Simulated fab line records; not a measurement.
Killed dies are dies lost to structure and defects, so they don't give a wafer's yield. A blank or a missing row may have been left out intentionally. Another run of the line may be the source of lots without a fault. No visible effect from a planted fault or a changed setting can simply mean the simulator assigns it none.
Matching of chambers / flow sky130 / SKY_CONTACT_CMP_27 on cmp-02: 4 sister chambers
The step polishes, stops on SiO2, t overpolish 15 s, target thk 0 nm. 8 wafers are shown with their chamber, then 7 later ones without.

== WAFERS WITH THEIR CHAMBER ==
wafer=L086.3; chamber=1; motor_current_A (A)=11.2; edge_zone_pressure_frac=1.003
wafer=L086.6; chamber=3; motor_current_A (A)=9.2; edge_zone_pressure_frac=1.002
wafer=L088.6; chamber=2; motor_current_A (A)=11.4; edge_zone_pressure_frac=1.001
wafer=L090.3; chamber=2; motor_current_A (A)=11.2; edge_zone_pressure_frac=0.999
wafer=L090.5; chamber=3; motor_current_A (A)=9.3; edge_zone_pressure_frac=0.999
wafer=L090.6; chamber=0; motor_current_A (A)=12.0; edge_zone_pressure_frac=1.001
wafer=L092.1; chamber=1; motor_current_A (A)=11.4; edge_zone_pressure_frac=1.001
wafer=L092.3; chamber=0; motor_current_A (A)=12.3; edge_zone_pressure_frac=1.000

== WAFERS WHOSE CHAMBER IS MISSING ==
wafer=L092.5; motor_current_A (A)=11.0; edge_zone_pressure_frac=0.990
wafer=L094.1; motor_current_A (A)=9.4; edge_zone_pressure_frac=0.999
wafer=L094.4; motor_current_A (A)=12.2; edge_zone_pressure_frac=1.010
wafer=L094.6; motor_current_A (A)=9.5; edge_zone_pressure_frac=1.001
wafer=L096.1; motor_current_A (A)=11.2; edge_zone_pressure_frac=1.000
wafer=L096.3; motor_current_A (A)=10.8; edge_zone_pressure_frac=0.997
wafer=L096.4; motor_current_A (A)=8.9; edge_zone_pressure_frac=1.008

== WHICH CHAMBER EACH ONE RAN IN ==
wafer=L092.5; from the rows above=can't be placed: 2 or 1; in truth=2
wafer=L094.1; from the rows above=3; in truth=3
wafer=L094.4; from the rows above=can't be placed: 0 or 1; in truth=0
wafer=L094.6; from the rows above=3; in truth=3
wafer=L096.1; from the rows above=can't be placed: 2 or 1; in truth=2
wafer=L096.3; from the rows above=can't be placed: 2 or 1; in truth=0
wafer=L096.4; from the rows above=3; in truth=3
3 of 7 placed correctly. Can't be placed from these rows: 4 (the true chamber is among the candidates in 3). 0 placed wrongly.
How it was worked out, from the rows above alone: a wafer's distance from a chamber is the root of the sum, over the readings, of the square of ((its reading less the chamber's mean) divided by the reading's scatter). If the next closest chamber is less than 2 further off than the closest, the wafer can't be placed; otherwise it belongs to the closest. Each chamber's mean is taken over the wafers shown for it. The scatter: the root of (the sum of the squares of (reading less its chamber's mean) over the shown wafers, divided by (wafers less chambers)).
